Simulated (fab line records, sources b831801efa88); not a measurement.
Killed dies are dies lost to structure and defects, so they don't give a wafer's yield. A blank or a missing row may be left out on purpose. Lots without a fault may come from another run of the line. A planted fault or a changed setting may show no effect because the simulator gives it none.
Problem report in the 8D (eight disciplines) form, filled by code | flow sky130 | the parts of the form that need people (team, actions taken, sign-off) are left out

1. THE PROBLEM
dose_ions_cm2 at SKY_LDD_N_IMPLANT_08 reads a mean of 8.4e+13 on 6 wafers of 2 lots; wafers without a fault read 7.5e+13 with a standard deviation of 7.4e+10. That is +99 or more standard deviations from the usual mean.
First seen on wafer L639.1, day 20 17:00, on implanter-01. The record holds 42 wafers of 14 lots with a number at this step. Rule for "out", or "out of limits": more than 4 standard deviations from the usual mean. The other wafers with a number count as sound.

2. WHAT IT IS AND WHAT IT IS NOT
question                    | is                     | is not
which readings at this step | dose_ions_cm2          | -
which lots                  | L639, L640             | L630, L632, L635, L643, L644, L645, L646, L648, L649, L650, L651, L653
which wafers of those lots  | all that have a number | -
read on which tools         | implanter-01           | implanter-02, implanter-03
when                        | from day 20 17:00      | up to then (9 sound wafers); but 27 sound wafers of L643, L644, L645, L646, L648, L649, L650, L651, L653 came after

3. SUSPECTS, AND WHAT RULES EACH OUT
Counting: a tool at a process step up to the reading stays a suspect if it ran every lot that is out and no sound lot after the first of them.
- implanter-01 at SKY_LDD_N_IMPLANT_08: kept. It ran every lot that is out, first L639 (day 20 17:00), and no sound lot after that; its last sound lot up to then is L635 (day 19 00:41). Its own readings are out on those wafers: dose_ions_cm2.
Left after counting: implanter-01 at SKY_LDD_N_IMPLANT_08.

4. THE CAUSE (what the simulator had put in)
Process parameter drift: implanter-01, from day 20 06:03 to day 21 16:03, at SKY_LDD_N_IMPLANT_08. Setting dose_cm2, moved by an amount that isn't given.
Counting left only this tool.

5. THE CHAIN OF EFFECTS, in route order
Each row: a reading whose mean over the struck wafers that have a number lies more than 3 standard deviations from the usual. Only readings for which the record gives a usual standard deviation are gone through. hours: the time from each lot's start at the first step in this table that gives one to its start at this step, as a median over the lots. sigmas: the change in usual standard deviations.
hours | step                 | reading            | usual   | on struck wafers | change   | sigmas
0     | SKY_LDD_N_IMPLANT_08 | dose_ions_cm2      | 7.5e+13 | 8.4e+13          | +9.1e+12 | +99 or more
0     | SKY_LDD_N_IMPLANT_08 | faraday_current_uA | 422     | 468              | +46      | +5.3
The process steps in it:
- SKY_LDD_N_IMPLANT_08
Later measuring or inspecting steps at which every struck wafer that the step has a row for has a number for every such reading, and none has moved that far: SKY_LDD_HVP_OVL_MEAS_07.

6. WHAT WOULD HAVE CAUGHT IT SOONER
In this record the first reading out of limits was taken at day 20 17:00, 11 hours after the fault began at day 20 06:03.
